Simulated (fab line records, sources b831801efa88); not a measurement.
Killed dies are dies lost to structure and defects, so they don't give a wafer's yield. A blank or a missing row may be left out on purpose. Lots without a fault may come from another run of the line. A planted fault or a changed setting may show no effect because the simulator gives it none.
A struck lot beside a sound one | flow sky130 | 20 steps out of a route of 708
Sound: wafers L539.2, L539.4, L539.5. Struck: wafers L547.2, L547.3, L547.6. The cause comes at the end.
At each step with rows: each side's tool, then ch and its chambers, then its first start. Under that, the readings that differ: sound wafers | struck wafers | difference of the means | sigmas: that difference in standard deviations of wafers without a fault.
alike: readings whose means differ by less than 2 such deviations, and words and numbers that are the same on both sides. not compared: withheld readings, readings that some wafer has no value for, bounds like >300 that may hide the same value, and numbers for which the record gives no deviation and whose values overlap.
The two part at a step that has a row with sigmas, a row that says differs or no value, or rows on one side only. Numbers that don't overlap but have no deviation are shown without sigmas and don't part them. A reading that every wafer of one side lacks parts them only if that side has two wafers or more.

SKY_SONOS_TUNNEL_TW_MEAS_12:
  sound on film_metro-02, day 12 03:20; struck on film_metro-02, day 14 21:24
  alike: SONOS_TUNNEL_TW
then, 2 steps without rows for these wafers: SKY_SONOS_TUNNEL_CLEAN_13 (cleans in dHF, time 20 s); SKY_SONOS_ONO_OXIDATION_00 (stabilise 600 s, purge 300 s, target thk 2.6 nm).
SKY_SONOS_ONO_THK_MEAS_01:
  sound on film_metro-04, day 12 05:34; struck on film_metro-04, day 14 23:56
  alike: SONOS_ONO_OXIDATION_THK
then, 1 step without rows for these wafers: SKY_SONOS_ONO_CVD_02 (deposits Si3N4 from DCS/NH3, target thk 10.5 nm, time 180 s).
SKY_SONOS_ONO_THK_MEAS_03:
  sound on film_metro-04, day 12 08:28; struck on film_metro-04, day 15 01:03
  alike: SONOS_ONO_CVD_02_THK
then, 1 step without rows for these wafers: SKY_SONOS_ONO_CVD_04 (deposits SiO2 from SiH4/N2O, target thk 5.7199 nm).
SKY_SONOS_ONO_THK_MEAS_05:
  sound on film_metro-04, day 12 10:23; struck on film_metro-02, day 15 02:22
  alike: SONOS_ONO_CVD_04_THK
then, 4 steps without rows for these wafers: SKY_SONOS_ONO_DEHYDRATE_06 (time 60 s); SKY_SONOS_ONO_HMDS_07 (prime time 60 s); SKY_SONOS_ONO_COAT_08 (resist thk 1140 nm); SKY_SONOS_ONO_SOFTBAKE_09 (time 60 s).
SKY_SONOS_ONO_EXPOSE_10: exposes mask ONOM, target cd 410 nm.
  sound on iline_stepper-02 ch 0, day 12 22:43; struck on iline_stepper-02 ch 0, day 15 15:28
  reading              | sound                | struck               | difference | sigmas
  exposure_dose_mJ_cm2 | 149.70 149.92 149.91 | 153.86 153.85 153.84 | +4.01      | +24
  alike: mask
then, 2 steps without rows for these wafers: SKY_SONOS_ONO_PEB_11; SKY_SONOS_ONO_DEVELOP_12 (develop time 60 s).
SKY_SONOS_ONO_CD_MEAS_13: target cd 410 nm.
  sound on cd_sem-02, day 13 10:52; struck on cd_sem-01, day 16 04:47
  reading    | sound             | struck            | difference | sigmas
  cd_nm (nm) | 410.4 410.2 409.4 | 400.8 401.9 399.5 | -9.3       | -5
SKY_SONOS_ONO_OVL_MEAS_14:
  sound on overlay-02, day 13 10:58; struck on overlay-01, day 16 04:53
  alike: SONOS_ONO_OVL
SKY_SONOS_ONO_ETCH_15: etches the open film in CHF3/O2, target depth 19.52 nm, time 7.8 s.
  sound on rie_diel-03 ch 2,3, day 13 11:00; struck on rie_diel-02 ch 0,2,3, day 16 04:55
  reading                    | sound             | struck            | difference | sigmas
  model.SONOS_ONO.cd_nm (nm) | 410.5 410.4 409.6 | 401.3 401.7 399.8 | -9.2       |
  alike: bias_w, drypump_motor_current_A, oes_product_au, throttle_valve_pct
  not compared: rf_hours_counter_h
then, 2 steps without rows for these wafers: SKY_SONOS_ONO_WET_ETCH_16 (etches SiO2 in dHF, target depth 14 nm, time 280 s); SKY_PAD_OPEN_PROBE_99.

WHERE THEY PART
First at SKY_SONOS_ONO_EXPOSE_10; last, within this record, at SKY_SONOS_ONO_CD_MEAS_13. Later steps at which nothing parts them and some readings are alike: SKY_SONOS_ONO_OVL_MEAS_14, SKY_SONOS_ONO_ETCH_15.

WHY: what the simulator had put in
Process parameter drift: iline_stepper-02, from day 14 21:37 on, at SKY_SONOS_ONO_EXPOSE_10. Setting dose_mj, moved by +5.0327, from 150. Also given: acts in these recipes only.
